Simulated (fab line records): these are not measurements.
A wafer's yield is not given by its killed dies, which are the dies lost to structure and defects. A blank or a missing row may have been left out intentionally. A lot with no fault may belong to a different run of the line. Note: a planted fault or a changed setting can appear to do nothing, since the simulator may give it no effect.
Code-filled problem report in 8D (eight disciplines) form	flow gf180mcu	the parts of the form that need people (team, actions taken, sign-off) are left out

1. PROBLEM STATEMENT
STI_OXIDATION_02_THK at GF_STI_THK_MEAS_30 reads a mean of 12.58 nm on 6 wafers of 2 lots; wafers without a fault read 10.00 nm with a standard deviation of 0.2. That is +13 standard deviations from the usual mean.
Earliest sighting: wafer L403.1 on film metro-01 at day 5 06:17. The record holds 42 wafers of 14 lots with a number at this step. By rule, "out" or "out of limits" means more than 4 standard deviations away from the usual mean. All remaining wafers that have a number are taken as sound.

2. WHAT IT IS AND WHAT IT IS NOT
question	is	is not
which readings at this step	STI_OXIDATION_02_THK	-
which lots	L403, L404	L389, L390, L391, L393, L394, L396, L397, L398, L399, L402, L410, L411
which wafers of those lots	all that have a number	-
read on which gauges	film metro-01, film metro-02	film metro-04
when	from day 5 06:17	up to then (30 sound wafers); but 6 sound wafers of L410, L411 came after

3. THE SUSPECTS, EACH WITH WHAT RULES IT OUT
Counting: any tool at a process step up to the reading is kept as a suspect provided that every lot that is out went through it and no sound lot did after the first of them.
- the gauge at GF_STI_THK_MEAS_30: ruled out. Those wafers that are out were read across 2 gauges (film metro-01, film metro-02).
- furnace-02 at GF_STI_OXIDATION_29 (stabilise 600 s, purge 300 s, target thk 10 nm): kept. Every lot that is out went through it, starting with L403 (day 5 04:53), and after that it ran no sound lot; the last sound lot it ran before then is L399 (day 4 07:56). Its own readings are out on those wafers: spike tc bottom C, spike tc centre C, spike tc lower C, spike tc top C, spike tc upper C, zone power lower pct.
Remaining after the count: furnace-02 at GF_STI_OXIDATION_29.

4. THE CAUSE (what the simulator had put in)
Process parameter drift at GF_STI_OXIDATION_29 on furnace-02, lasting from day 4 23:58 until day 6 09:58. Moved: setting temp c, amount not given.
This tool alone remained once counting was done.

5. THE CHAIN OF EFFECTS, in route order
Each row: a reading whose mean over the struck wafers that have a number lies more than 3 standard deviations from the usual. Only readings whose record carries a usual standard deviation are examined. hours: median over the lots of the time between each lot's start at the first step of this table that gives one and its start at this step. sigmas: the change, counted in usual standard deviations.
hours	step	reading	usual	on struck wafers	change	sigmas
0	GF_STI_OXIDATION_29	spike tc bottom C	919 C	944	+25	+7.0
0	GF_STI_OXIDATION_29	spike tc centre C	900.8 C	925.1	+24.3	+12
0	GF_STI_OXIDATION_29	spike tc lower C	901.1 C	923.4	+22.3	+20
0	GF_STI_OXIDATION_29	spike tc top C	914 C	939	+25	+6.4
0	GF_STI_OXIDATION_29	spike tc upper C	900.5 C	923.6	+23.1	+14
0	GF_STI_OXIDATION_29	zone power lower pct	18.51 %	19.77	+1.26	+5.7
1	GF_STI_THK_MEAS_30	STI_OXIDATION_02_THK	10.00 nm	12.58	+2.58	+13
It contains these process steps:
- GF_STI_OXIDATION_29: stabilise 600 s, purge 300 s, target thk 10 nm.
At these later measuring or inspecting steps, every struck wafer for which the step has a row has a number for every such reading, and none has moved that far: GF_HV_LDD_CD_MEAS_07, GF_HV_LDD_OVL_MEAS_47.

6. HOW IT WOULD HAVE BEEN CAUGHT EARLIER
In this record the first reading out of limits at a measuring or inspecting step was taken at day 5 06:17, 6 hours after the fault began at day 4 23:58.
At GF_STI_OXIDATION_29, the tool's own readings (spike tc bottom C, spike tc centre C, spike tc lower C, spike tc top C, spike tc upper C, zone power lower pct) were out on each struck wafer the step has a row for, so an alarm limit on them would have fired on the first such wafer.
Lots out: 2; of these, L404 started GF_STI_OXIDATION_29 on furnace-02 after day 5 06:17. Putting the tool on hold at that point would have spared it.
